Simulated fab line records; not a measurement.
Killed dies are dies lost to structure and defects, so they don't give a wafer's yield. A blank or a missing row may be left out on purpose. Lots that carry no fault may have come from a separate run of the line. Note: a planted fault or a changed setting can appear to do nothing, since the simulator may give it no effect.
Which tool is to blame? ; flow sky130 ; Sampling: 6 lots, 18 wafers, 2 of 708 route steps

WHAT EACH GAUGE READ, for each wafer
SKY_LDD_HVN_TW_MEAS_10.
lot;measured;on;LDD_HVN_TW
L178;day 23 10:51;film_metro-03;2687 2681 2680
L181;day 23 19:08;film_metro-01;1445 1444 1438
L186;day 25 16:44;film_metro-03;1469 1468 1453
L189;day 26 19:32;film_metro-03;1463 1458 1455
L191;day 27 04:13;film_metro-02;1456 1453 1444
L193;day 27 15:03;film_metro-02;1435 1443 1445

EACH LOT AND THE TOOL THAT RAN IT (in order: tool; ch and the chambers of the sampled wafers; start)
lot;SKY_LDD_HVN_IMPLANT_08
L178;implanter-04 ch 0, day 23 10:37
L181;implanter-02 ch 0, day 23 18:55
L186;implanter-02 ch 0, day 25 16:29
L189;implanter-04 ch 0, day 26 19:19
L191;implanter-03 ch 0, day 27 03:59
L193;implanter-02 ch 0, day 27 14:43
- SKY_LDD_HVN_IMPLANT_08

THE ANSWER, worked out from the rows above alone
Rule: the usual values come from the lots themselves. Put in order of their means at a reading, lots are off if they are a third of the lots or fewer, leave a main group of 4 or more, and stand apart from it by a gap of 3 or more times the standard deviation of the main group's means; of several such gaps the widest counts. The tables above print the reading to a certain number of digits; a main group whose means all agree to those digits is not used. Also off: a lot with no number at a reading for which 4 or more lots have one. The other lots that the step has rows for count as sound.
Off: L178, seen at SKY_LDD_HVN_TW_MEAS_10 (LDD_HVN_TW). Mean 1451 and standard deviation 8.8 in the main group.
If a tool, at a process step before that reading, ran all the lots that are off and no sound lot after the first of them, it fits. Gauges at SKY_LDD_HVN_TW_MEAS_10: tried the same way as those tools. None of those tried fits.

WHAT THE SIMULATOR HAD INSERTED
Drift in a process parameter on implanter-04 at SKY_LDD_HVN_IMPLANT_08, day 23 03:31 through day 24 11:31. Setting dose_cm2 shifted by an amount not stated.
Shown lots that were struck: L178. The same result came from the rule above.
